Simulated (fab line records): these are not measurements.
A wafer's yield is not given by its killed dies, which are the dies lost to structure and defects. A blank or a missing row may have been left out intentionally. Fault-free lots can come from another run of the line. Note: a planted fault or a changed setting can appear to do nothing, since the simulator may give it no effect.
Matching of chambers	flow gf180mcu	4 sister chambers for GF_CONTACT_CMP_27 on cmp-02
The step polishes, stops on SiO2, t overpolish 15 s, target thk 0 nm. 36 wafers are shown with their chamber, then 12 later ones without.

== WAFERS WITH THEIR CHAMBER ==
wafer	chamber	motor_current_A (A)	head_pressure_psi (psi)	time_to_endpoint_s (s)
L074.2	0	12.6	3.484	72
L074.3	2	10.0	3.499	73
L074.5	1	11.5	3.493	70
L075.2	0	12.3	3.490	72
L075.3	3	10.8	3.502	74
L075.6	3	11.2	3.503	72
L076.1	0	12.7	3.492	75
L076.4	2	9.9	3.512	74
L076.6	3	11.0	3.497	70
L077.1	1	12.1	3.503	78
L077.2	0	12.6	3.484	75
L077.6	3	10.8	3.484	75
L078.2	3	10.6	3.506	74
L078.3	0	12.4	3.511	71
L078.6	0	12.7	3.493	73
L081.2	3	11.2	3.504	74
L081.4	0	12.8	3.494	77
L081.6	1	11.7	3.493	76
L083.2	2	10.1	3.497	80
L083.3	1	11.0	3.496	78
L083.6	3	10.8	3.494	78
L083.1	0	12.5	3.498	78
L083.4	3	11.0	3.499	78
L083.5	2	10.2	3.510	77
L087.1	2	10.2	3.498	74
L087.3	3	10.9	3.505	72
L087.5	1	11.7	3.482	72
L088.2	1	11.5	3.495	77
L088.4	3	10.8	3.494	79
L088.5	1	11.6	3.502	78
L090.1	2	9.9	3.500	79
L090.2	1	11.4	3.505	74
L090.4	0	13.0	3.503	78
L090.3	3	10.9	3.500	75
L090.5	3	10.9	3.498	76
L090.6	2	10.3	3.492	78

SIGNATURES, as means of the wafers listed above
reading	chamber 0	chamber 1	chamber 2	chamber 3	scatter within a chamber
motor_current_A	12.622	11.562	10.086	10.908	0.217
head_pressure_psi	3.49433	3.49613	3.50114	3.49883	0.00732
time_to_endpoint_s	74.56	75.38	76.43	74.75	2.8
Rule: a wafer lies at a distance from a chamber equal to the root of the sum of squares, over the readings, of (its reading less the chamber's mean, divided by the reading's scatter). If the next closest chamber is less than 2 further off than the closest, the wafer can't be placed; otherwise it belongs to the closest. The scatter: take each reading less its chamber's mean, square it, sum over the shown wafers, divide by the number of wafers less the number of chambers, and take the root.

== WAFERS WHOSE CHAMBER IS MISSING ==
wafer	motor_current_A (A)	head_pressure_psi (psi)	time_to_endpoint_s (s)
L094.3	10.4	3.483	74
L094.4	11.4	3.499	72
L094.5	10.1	3.494	72
L096.1	10.0	3.475	79
L096.2	11.2	3.513	75
L096.3	12.2	3.509	74
L096.4	11.7	3.496	74
L096.5	11.5	3.491	74
L096.6	12.4	3.511	75
L097.2	10.0	3.506	72
L097.4	11.3	3.490	70
L097.5	10.9	3.497	70

== WHICH CHAMBER EACH WENT THROUGH ==
wafer	from the rows above	in truth
L094.3	can't be placed: 2 or 3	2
L094.4	can't be placed: 1 or 3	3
L094.5	2	2
L096.1	can't be placed: 2 or 3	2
L096.2	can't be placed: 3 or 1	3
L096.3	can't be placed: 0 or 1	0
L096.4	1	1
L096.5	1	1
L096.6	can't be placed: 0 or 1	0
L097.2	2	2
L097.4	can't be placed: 1 or 3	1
L097.5	can't be placed: 3 or 1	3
4 of 12 placed correctly. These rows do not allow placing 8 (true chamber among the candidates in 8). Placed wrongly: 0.
